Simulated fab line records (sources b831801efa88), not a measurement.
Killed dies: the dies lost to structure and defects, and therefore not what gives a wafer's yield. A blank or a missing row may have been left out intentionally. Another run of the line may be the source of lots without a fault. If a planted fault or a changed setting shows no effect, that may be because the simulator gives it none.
fab line records -- flow sky130
record lots=13, wafers=39, lastDay=48
route steps=708 shown FIELD_ISO@3 NWELL@65 PWDE@84 VT_ADJUST_LVTN@104 PAD_OPEN@708
lots untouched by any fault: they come from a run of this same line in which no faults occurred
startH: hours from the record's first day to the start of the lot's first wafer shown -- waitH: hours since the lot's step before -- " repeats the value in the row above -- L1.1+2: several wafers, shown together as one row -- - no value present, or no start provided -- * or withheld: withheld -- < > ~ a bound
route shown NAME@n: NAME is a module with steps in the file, n the number in the route of the first one -- usual: mean/standard deviation of fault-free wafers -- same: alike in all rows -- chamber/n: place in a boat -- sites: each site's reading -- _std_site: the values' standard deviation -- _edge_site: the outer-site mean with the inner-site mean subtracted -- radiusMm: how far each site lies from the wafer's centre -- mask NAME#n: copy n -- behind: tool/chamber where the wafer was last shaped -- hold: reason for holding the lot/hours on hold/outcome of the hold -- device: which transistor (n, p or np) failed to switch -- end of line: at the end of the route, the tests of the same wafers -- where a step has no rows: the recipe by itself -- killed: dies that structure and defects cost at the first sort, which is not the same as the wafer's yield -- map: per-die view of a wafer (x killed, . not killed, _ where there is no die)
set.NAME: setting as actually run; set.NAME@STEP: the setting as run at that earlier step -- model.NAME: the simulator's own value behind a step, which no gauge read
steps of the route over a sample of lots; a table a step, a row a wafer
services: the hour from which a tool's chamber was out of use, counted from the record's first day as startH (under 0 if before that day), plus the number of hours and why
## steps
# step SKY_FIELD_ISO_THK_MEAS_02
# recipe reads=SiO2_of_FIELD_ISO_OXIDATION_01
# usual FIELD_ISO_OXIDATION_00_THK=12.2/0.31
lot.wafer,tool,chamber,startH,waitH,FIELD_ISO_OXIDATION_00_THK[nm]
L737.1,filmMetro-01,-,13.68,0.0,11.8
L737.2,filmMetro-01,-,13.68,0.0,11.9
L737.6,filmMetro-01,-,13.68,0.0,11.8
L738.2,filmMetro-01,-,18.98,0.0,11.8
L738.4,filmMetro-01,-,18.98,0.0,12.2
L738.5,filmMetro-01,-,18.98,0.0,12.0
L739.1,filmMetro-01,-,22.20,0.0,12.5
L739.5,filmMetro-01,-,22.20,0.0,12.4
L739.6,filmMetro-01,-,22.20,0.0,12.4
L740.2,filmMetro-03,-,27.24,0.0,12.5
L740.5,filmMetro-03,-,27.24,0.0,12.6
L740.6,filmMetro-03,-,27.24,0.0,12.5
L741.3,filmMetro-03,-,31.65,0.0,12.2
L741.4,filmMetro-03,-,31.65,0.0,12.1
L741.6,filmMetro-03,-,31.65,0.0,12.2
L742.2,filmMetro-03,-,37.48,0.0,11.9
L742.3,filmMetro-03,-,37.48,0.0,11.7
L742.4,filmMetro-03,-,37.48,0.0,11.9
L743.2,filmMetro-03,-,41.86,0.0,12.3
L743.5,filmMetro-03,-,41.86,0.0,12.5
L743.6,filmMetro-03,-,41.86,0.0,12.1
L744.1,filmMetro-03,-,47.18,0.0,11.8
L744.2,filmMetro-03,-,47.18,0.0,11.8
L744.6,filmMetro-03,-,47.18,0.0,11.8
L746.2,filmMetro-03,-,57.62,0.0,12.6
L746.4,filmMetro-03,-,57.62,0.0,12.6
L746.6,filmMetro-03,-,57.62,0.0,12.7
L747.2,filmMetro-01,-,61.64,0.0,12.4
L747.4,filmMetro-01,-,61.64,0.0,12.8
L747.6,filmMetro-01,-,61.64,0.0,12.4
L748.1,filmMetro-04,-,66.68,0.0,11.7
L748.4,filmMetro-04,-,66.68,0.0,11.8
L748.5,filmMetro-04,-,66.68,0.0,12.0
L749.1,filmMetro-03,-,72.94,0.0,12.6
L749.2,filmMetro-03,-,72.94,0.0,12.5
L749.4,filmMetro-03,-,72.94,0.0,12.5
L750.3,filmMetro-03,-,78.73,0.0,12.4
L750.4,filmMetro-03,-,78.73,0.0,12.6
L750.6,filmMetro-03,-,78.73,0.0,12.8
# step SKY_NWELL_IMPLANT_12
# recipe species=P, energyKev=120, doseCm2=1.3e+12, tiltDeg=withheld
# usual implantIonAmu=31/0
lot.wafer,tool,chamber,startH,waitH,implantIonAmu
L737.1,implanter-03,0,84.43,0.1,31
L737.2,implanter-03,0,84.43,0.1,31
L737.6,implanter-03,0,84.43,0.1,31
L738.2,implanter-02,0,92.00,0.1,31
L738.4,implanter-02,0,92.00,0.1,31
L738.5,implanter-02,0,92.00,0.1,31
L739.1,implanter-03,0,94.08,0.1,31
L739.5,implanter-03,0,94.08,0.1,31
L739.6,implanter-03,0,94.08,0.1,31
L740.2,implanter-04,0,103.07,0.1,31
L740.5,implanter-04,0,103.07,0.1,31
L740.6,implanter-04,0,103.07,0.1,31
L741.3,implanter-03,0,109.33,0.1,31
L741.4,implanter-03,0,109.33,0.1,31
L741.6,implanter-03,0,109.33,0.1,31
L742.2,implanter-02,0,114.40,0.1,31
L742.3,implanter-02,0,114.40,0.1,31
L742.4,implanter-02,0,114.40,0.1,31
L743.2,implanter-02,0,117.90,0.1,31
L743.5,implanter-02,0,117.90,0.1,31
L743.6,implanter-02,0,117.90,0.1,31
L744.1,implanter-03,0,126.23,0.1,31
L744.2,implanter-03,0,126.23,0.1,31
L744.6,implanter-03,0,126.23,0.1,31
L746.2,implanter-02,0,139.75,0.1,31
L746.4,implanter-02,0,139.75,0.1,31
L746.6,implanter-02,0,139.75,0.1,31
L747.2,implanter-03,0,143.27,0.1,75
L747.4,implanter-03,0,143.27,0.1,75
L747.6,implanter-03,0,143.27,0.1,75
L748.1,implanter-03,0,146.20,0.1,75
L748.4,implanter-03,0,146.20,0.1,75
L748.5,implanter-03,0,146.20,0.1,75
L749.1,implanter-03,0,156.80,0.1,75
L749.2,implanter-03,0,156.80,0.1,75
L749.4,implanter-03,0,156.80,0.1,75
L750.3,implanter-04,0,163.78,0.1,75
L750.4,implanter-04,0,163.78,0.1,75
L750.6,implanter-04,0,163.78,0.1,75
# step SKY_NWELL_TW_MEAS_15
# usual NWELL_TW=1796/14
lot.wafer,tool,chamber,startH,waitH,NWELL_TW
L737.1,filmMetro-02,-,84.83,0.1,1793
L737.2,filmMetro-02,-,84.83,0.1,1792
L737.6,filmMetro-02,-,84.83,0.1,1790
L738.2,filmMetro-04,-,92.39,0.1,1805
L738.4,filmMetro-04,-,92.39,0.1,1798
L738.5,filmMetro-04,-,92.39,0.1,1799
L739.1,filmMetro-04,-,94.48,0.1,1802
L739.5,filmMetro-04,-,94.48,0.1,1808
L739.6,filmMetro-04,-,94.48,0.1,1807
L740.2,filmMetro-04,-,103.46,0.1,1804
L740.5,filmMetro-04,-,103.46,0.1,1794
L740.6,filmMetro-04,-,103.46,0.1,1799
L741.3,filmMetro-01,-,109.70,0.1,1821
L741.4,filmMetro-01,-,109.70,0.1,1810
L741.6,filmMetro-01,-,109.70,0.1,1808
L742.2,filmMetro-02,-,114.79,0.1,1793
L742.3,filmMetro-02,-,114.79,0.1,1781
L742.4,filmMetro-02,-,114.79,0.1,1783
L743.2,filmMetro-02,-,118.29,0.1,1779
L743.5,filmMetro-02,-,118.29,0.1,1785
L743.6,filmMetro-02,-,118.29,0.1,1790
L744.1,filmMetro-02,-,126.63,0.1,1782
L744.2,filmMetro-02,-,126.63,0.1,1788
L744.6,filmMetro-02,-,126.63,0.1,1776
L746.2,filmMetro-02,-,140.14,0.1,1785
L746.4,filmMetro-02,-,140.14,0.1,1772
L746.6,filmMetro-02,-,140.14,0.1,1775
L747.2,filmMetro-04,-,143.66,0.1,1833
L747.4,filmMetro-04,-,143.66,0.1,1834
L747.6,filmMetro-04,-,143.66,0.1,1841
L748.1,filmMetro-01,-,146.60,0.1,1847
L748.4,filmMetro-01,-,146.60,0.1,1847
L748.5,filmMetro-01,-,146.60,0.1,1848
L749.1,filmMetro-04,-,157.20,0.1,1839
L749.2,filmMetro-04,-,157.20,0.1,1833
L749.4,filmMetro-04,-,157.20,0.1,1835
L750.3,filmMetro-02,-,164.15,0.1,1808
L750.4,filmMetro-02,-,164.15,0.1,1812
L750.6,filmMetro-02,-,164.15,0.1,1813
# step SKY_NWELL_RS_MEAS_31
# recipe thkMeasGauge=four-point-probe
# usual PWDE_RS=5276/19
lot.wafer,tool,chamber,startH,waitH,PWDE_RS[ohm/sq]
L737.1,filmMetro-02,-,102.90,0.1,5235
L737.2,filmMetro-02,-,102.90,0.1,5223
L737.6,filmMetro-02,-,102.90,0.1,5240
L738.2,filmMetro-01,-,111.45,0.1,5292
L738.4,filmMetro-01,-,111.45,0.1,5289
L738.5,filmMetro-01,-,111.45,0.1,5289
L739.1,filmMetro-02,-,113.20,0.1,5252
L739.5,filmMetro-02,-,113.20,0.1,5253
L739.6,filmMetro-02,-,113.20,0.1,5266
L740.2,filmMetro-01,-,121.85,0.1,5291
L740.5,filmMetro-01,-,121.85,0.1,5293
L740.6,filmMetro-01,-,121.85,0.1,5302
L741.3,filmMetro-04,-,128.27,0.1,5288
L741.4,filmMetro-04,-,128.27,0.1,5285
L741.6,filmMetro-04,-,128.27,0.1,5293
L742.2,filmMetro-04,-,134.42,0.1,5295
L742.3,filmMetro-04,-,134.42,0.1,5289
L742.4,filmMetro-04,-,134.42,0.1,5290
L743.2,filmMetro-01,-,137.50,0.1,5294
L743.5,filmMetro-01,-,137.50,0.1,5288
L743.6,filmMetro-01,-,137.50,0.1,5296
L744.1,filmMetro-04,-,146.05,0.1,5270
L744.2,filmMetro-04,-,146.05,0.1,5282
L744.6,filmMetro-04,-,146.05,0.1,5293
L746.2,filmMetro-02,-,161.05,0.1,5247
L746.4,filmMetro-02,-,161.05,0.1,5257
L746.6,filmMetro-02,-,161.05,0.1,5257
L747.2,filmMetro-04,-,164.27,0.1,5300
L747.4,filmMetro-04,-,164.27,0.1,5301
L747.6,filmMetro-04,-,164.27,0.1,5302
L748.1,filmMetro-02,-,167.93,0.1,5264
L748.4,filmMetro-02,-,167.93,0.1,5250
L748.5,filmMetro-02,-,167.93,0.1,5272
L749.1,filmMetro-04,-,178.55,0.1,5269
L749.2,filmMetro-04,-,178.55,0.1,5268
L749.4,filmMetro-04,-,178.55,0.1,5276
L750.3,filmMetro-04,-,185.12,0.1,5281
L750.4,filmMetro-04,-,185.12,0.1,5287
L750.6,filmMetro-04,-,185.12,0.1,5277
# step SKY_VT_ADJUST_LVTN_OVL_MEAS_07
# usual VT_ADJUST_LVTN_OVL=-0.9/1.2
lot.wafer,tool,chamber,startH,waitH,VT_ADJUST_LVTN_OVL[nm]
L737.1,overlay-01,-,139.89,-,-1.8
L737.2,overlay-01,-,139.89,-,-2.1
L737.6,overlay-01,-,139.89,-,-3.3
L738.2,overlay-01,-,149.93,-,-1.0
L738.4,overlay-01,-,149.93,-,-0.5
L738.5,overlay-01,-,149.93,-,-2.8
L739.1,overlay-02,-,151.48,-,-0.5
L739.5,overlay-02,-,151.48,-,-0.6
L739.6,overlay-02,-,151.48,-,2.1
L740.2,overlay-02,-,161.08,-,-1.2
L740.5,overlay-02,-,161.08,-,-0.3
L740.6,overlay-02,-,161.08,-,-2.9
L741.3,overlay-02,-,167.04,-,-4.0
L741.4,overlay-02,-,167.04,-,-0.9
L741.6,overlay-02,-,167.04,-,-0.3
L742.2,overlay-01,-,174.37,-,-1.1
L742.3,overlay-01,-,174.37,-,-1.1
L742.4,overlay-01,-,174.37,-,-0.4
L743.2,overlay-01,-,178.17,-,-0.1
L743.5,overlay-01,-,178.17,-,-1.1
L743.6,overlay-01,-,178.17,-,-1.8
L744.1,overlay-01,-,187.11,-,0.0
L744.2,overlay-01,-,187.11,-,-0.3
L744.6,overlay-01,-,187.11,-,-1.9
L746.2,overlay-01,-,202.32,-,-1.3
L746.4,overlay-01,-,202.32,-,-0.9
L746.6,overlay-01,-,202.32,-,-1.8
L747.2,overlay-02,-,204.40,-,0.1
L747.4,overlay-02,-,204.40,-,-2.7
L747.6,overlay-02,-,204.40,-,0.3
L748.1,overlay-01,-,210.88,-,-2.2
L748.4,overlay-01,-,210.88,-,-0.7
L748.5,overlay-01,-,210.88,-,-0.1
L749.1,overlay-02,-,222.36,-,-0.4
L749.2,overlay-02,-,222.36,-,-1.3
L749.4,overlay-02,-,222.36,-,0.0
L750.3,overlay-02,-,228.42,-,-2.1
L750.4,overlay-02,-,228.42,-,-1.2
L750.6,overlay-02,-,228.42,-,-1.0
# step SKY_PAD_OPEN_PROBE_99
# usual killed_at_M0_to_M3=43/6.7, killed_at_M4_up=3.0/1.9, killedAtContacts=25/5.4, killedAtFrontEnd=16/4.5, killedAtOther=0.4/0.62, killedDies=87/9.6, killedOpen=47/7, killedShort=39/6.1
# same grossDies=492, killedAtBackSide=0
lot.wafer,tool,chamber,startH,waitH,killed_at_M0_to_M3,killed_at_M4_up,killedAtContacts,killedAtFrontEnd,killedAtOther,killedDies,killedOpen,killedShort
L743.2,prober-01,-,1107.41,0.1,56,4,29,14,1,104,59,45
L743.5,prober-01,-,1107.56,0.2,49,2,26,16,0,93,48,45
L743.6,prober-01,-,1107.61,0.2,49,1,29,23,0,102,51,51
L744.1,prober-02,-,1117.92,0.1,46,6,24,22,0,98,58,40
L744.2,prober-02,-,1117.97,0.1,32,7,23,13,1,76,42,34
L744.6,prober-02,-,1118.17,0.2,39,2,14,19,0,74,41,33
L746.2,prober-02,-,1131.46,0.1,39,4,34,13,3,93,48,43
L746.4,prober-02,-,1131.56,0.2,42,2,25,12,2,83,56,24
L746.6,prober-02,-,1131.66,0.2,39,1,29,16,1,86,47,36
# killed by level:class
L743.2 LI_CONTACT:geometricParticle:open=11 CONTACT:geometricParticle:open=11 METAL2:geometricParticle:short=10 VIA3:geometricParticle:open=10 VIA2:geometricParticle:open=8 VIA3:geometricParticle:short=6 VIA1:geometricParticle:open=5 VIA1:geometricParticle:short=5
L743.5 VIA1:geometricParticle:open=12 LI_CONTACT:geometricParticle:open=9 LOCAL_INTERCONNECT:geometricParticle:short=8 METAL2:geometricParticle:short=8 FIELD_ISO:geometricParticle:short=6 VIA3:geometricParticle:open=6 VIA2:geometricParticle:open=5 CONTACT:geometricParticle:open=5
L743.6 FIELD_ISO:geometricParticle:short=9 CONTACT:geometricParticle:open=9 VIA1:geometricParticle:open=9 METAL2:geometricParticle:short=8 VIA3:geometricParticle:open=8 FIELD_ISO:geometricParticle:open=7 CONTACT:geometricParticle:short=7 LI_CONTACT:geometricParticle:open=6
L744.1 VIA1:geometricParticle:open=14 CONTACT:geometricParticle:open=9 POLY_GATE:geometricParticle:open=8 VIA2:geometricParticle:open=8 LI_CONTACT:geometricParticle:open=6 POLY_GATE:geometricParticle:short=5 METAL4:geometricParticle:short=5 CONTACT:geometricParticle:short=5
L744.2 VIA1:geometricParticle:open=8 LI_CONTACT:geometricParticle:open=7 CONTACT:geometricParticle:open=7 FIELD_ISO:geometricParticle:short=5 VIA3:geometricParticle:open=5 POLY_GATE:geometricParticle:open=4 CONTACT:geometricParticle:short=4 METAL1:geometricParticle:short=4
L744.6 VIA1:geometricParticle:open=12 POLY_GATE:geometricParticle:open=7 VIA3:geometricParticle:open=7 CONTACT:geometricParticle:open=5 METAL1:geometricParticle:short=5 METAL2:geometricParticle:short=5 POLY_GATE:geometricParticle:short=4 SPACER:geometricParticle:short=4
L746.2 VIA1:geometricParticle:open=10 CONTACT:geometricParticle:open=9 VIA3:geometricParticle:open=9 LI_CONTACT:geometricParticle:short=8 LI_CONTACT:geometricParticle:open=8 FIELD_ISO:geometricParticle:short=6 METAL1:geometricParticle:short=6 LOCAL_INTERCONNECT:geometricParticle:short=5
L746.4 VIA3:geometricParticle:open=10 CONTACT:geometricParticle:open=10 VIA1:geometricParticle:open=10 LI_CONTACT:geometricParticle:open=8 VIA2:geometricParticle:open=7 METAL1:geometricParticle:short=4 VIA3:geometricParticle:short=4 POLY_GATE:geometricParticle:open=3
L746.6 VIA1:geometricParticle:open=10 LI_CONTACT:geometricParticle:open=10 VIA1:geometricParticle:short=7 LOCAL_INTERCONNECT:geometricParticle:short=6 VIA3:geometricParticle:open=6 CONTACT:geometricParticle:open=6 FIELD_ISO:geometricParticle:short=5 CONTACT:geometricParticle:short=5
## services
tool,chamber,startH,hours,kind
implanter-04,-,65.10,1.1,repair
implanter-04,-,134.32,3.7,pm
implanter-03,-,151.66,4.1,pm
## key
firstSign step=SKY_NWELL_IMPLANT_12, reading=implantIonAmu, direction=up, sigmas=99+, usual=31, struck=75
effect step=SKY_NWELL_TW_MEAS_15, reading=NWELL_TW, direction=up, sigmas=2.6, usual=1796, struck=1833
metAt SKY_NWELL_IMPLANT_12
struckLots L747,L748,L749,L750
testerLeftOut L747,L748,L749,L750
notActingAt SKY_FIELD_ISO_THK_MEAS_02,SKY_NWELL_RS_MEAS_31,SKY_VT_ADJUST_LVTN_OVL_MEAS_07
onsetBetween 139.75 143.27
fault kind=wrongRecipeDownload, tool=implanter-02,implanter-03,implanter-04, chamber=-, onsetH=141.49, steps=SKY_NWELL_IMPLANT_12, wrongRecipe.notListed=1
# testerLeftOut: of these lots the tester's yield and bins aren't shown, on N5 and GAA mostly nor the transistor test; their killed dies are dies lost to structure and defects alone, not to doping, threshold or leakage, so they don't give the yield
